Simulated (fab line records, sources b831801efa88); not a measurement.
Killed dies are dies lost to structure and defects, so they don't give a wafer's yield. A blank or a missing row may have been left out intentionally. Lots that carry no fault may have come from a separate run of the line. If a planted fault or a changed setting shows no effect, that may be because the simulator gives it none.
Commonality check across tools ; flow sky130 ; 15 lots and 45 wafers in the sample

== THE REASON FOR OPENING IT ==
SKY_RES_XHIGH_TW_MEAS_09, reading RES_XHIGH_TW: flagged on 3 of 15 lots. Fault-free wafers read 1627, with a standard deviation of 7.6.
Rule: a lot is flagged in two cases, either no wafer of it has a number, or all its wafers with numbers fall more than 4 standard deviations from that mean. The other lots count as sound.

lot;measured;on;RES_XHIGH_TW, wafer by wafer;flag
L708;day 24 09:58;film metro-04;1626 1633 1624;
L709;day 24 10:19;film metro-01;1636 1626 1634;
L710;day 24 10:37;film metro-02;1623 1636 1647;
L711;day 24 13:01;film metro-02;1631 1631 1635;
L712;day 25 03:04;film metro-02;1628 1626 1624;
L714;day 25 14:46;film metro-02;1623 1623 1618;
L713;day 25 16:22;film metro-04;1622 1631 1623;
L715;day 26 04:04;film metro-04;1633 1627 1634;
L716;day 26 14:13;film metro-02;1633 1630 1630;
L717;day 26 18:10;film metro-04;30 30 30;FLAGGED
L719;day 27 01:11;film metro-01;30 30 30;FLAGGED
L720;day 27 08:52;film metro-01;30 30 30;FLAGGED
L721;day 27 16:52;film metro-04;1627 1620 1617;
L727;day 37 11:16;film metro-02;1631 1633 1630;
L731;day 37 14:31;film metro-02;1634 1640 1634;
The numbers of the flagged lots are 30 on average: -1597 against the usual, or -99 or more standard deviations.

== WHICH TOOL RAN EACH LOT ==
The record holds 1 process step before the reading, out of a route of 708 steps. In each cell: the tool, then ch and the chambers that the sampled wafers went through, then the start.
lot;flag;SKY_RES_XHIGH_EXPOSE_04
L708;;iline stepper-01 ch 0, day 23 19:06
L709;;iline stepper-02 ch 0, day 23 19:20
L710;;iline stepper-01 ch 0, day 23 19:35
L711;;iline stepper-02 ch 0, day 23 22:29
L712;;iline stepper-01 ch 0, day 24 13:23
L714;;iline stepper-02 ch 0, day 25 00:38
L713;;iline stepper-02 ch 0, day 25 01:37
L715;;iline stepper-01 ch 0, day 25 15:06
L716;;iline stepper-01 ch 0, day 26 00:05
L717;FLAGGED;iline stepper-01, day 26 03:29
L719;FLAGGED;iline stepper-01, day 26 10:02
L720;FLAGGED;iline stepper-02, day 26 18:40
L721;;iline stepper-02 ch 0, day 27 02:37
L727;;iline stepper-01 ch 0, day 36 21:31
L731;;iline stepper-01 ch 0, day 37 01:17
What is done by these steps:
- SKY_RES_XHIGH_EXPOSE_04: exposes mask URPM, target cd 1270 nm.
- SKY_RES_XHIGH_TW_MEAS_09

== FLAGGED AGAINST TOTAL, ONE TOOL AT A TIME (gauges that did the reading follow at the end) ==
step;tool;lots run;flagged;share of the flagged lots;sound lots run after its first flagged lot
SKY_RES_XHIGH_EXPOSE_04;iline stepper-01;9;2;some;2 (L727,L731)
SKY_RES_XHIGH_EXPOSE_04;iline stepper-02;6;1;some;1 (L721)
SKY_RES_XHIGH_TW_MEAS_09;film metro-01;3;2;some;0
SKY_RES_XHIGH_TW_MEAS_09;film metro-02;7;0;none;-
SKY_RES_XHIGH_TW_MEAS_09;film metro-04;5;1;some;1 (L721)

== WHAT IS ALLOWED BY THE TABLE ==
No row of the table ran every flagged lot.

== WHAT HAD BEEN PUT IN BY THE SIMULATOR ==
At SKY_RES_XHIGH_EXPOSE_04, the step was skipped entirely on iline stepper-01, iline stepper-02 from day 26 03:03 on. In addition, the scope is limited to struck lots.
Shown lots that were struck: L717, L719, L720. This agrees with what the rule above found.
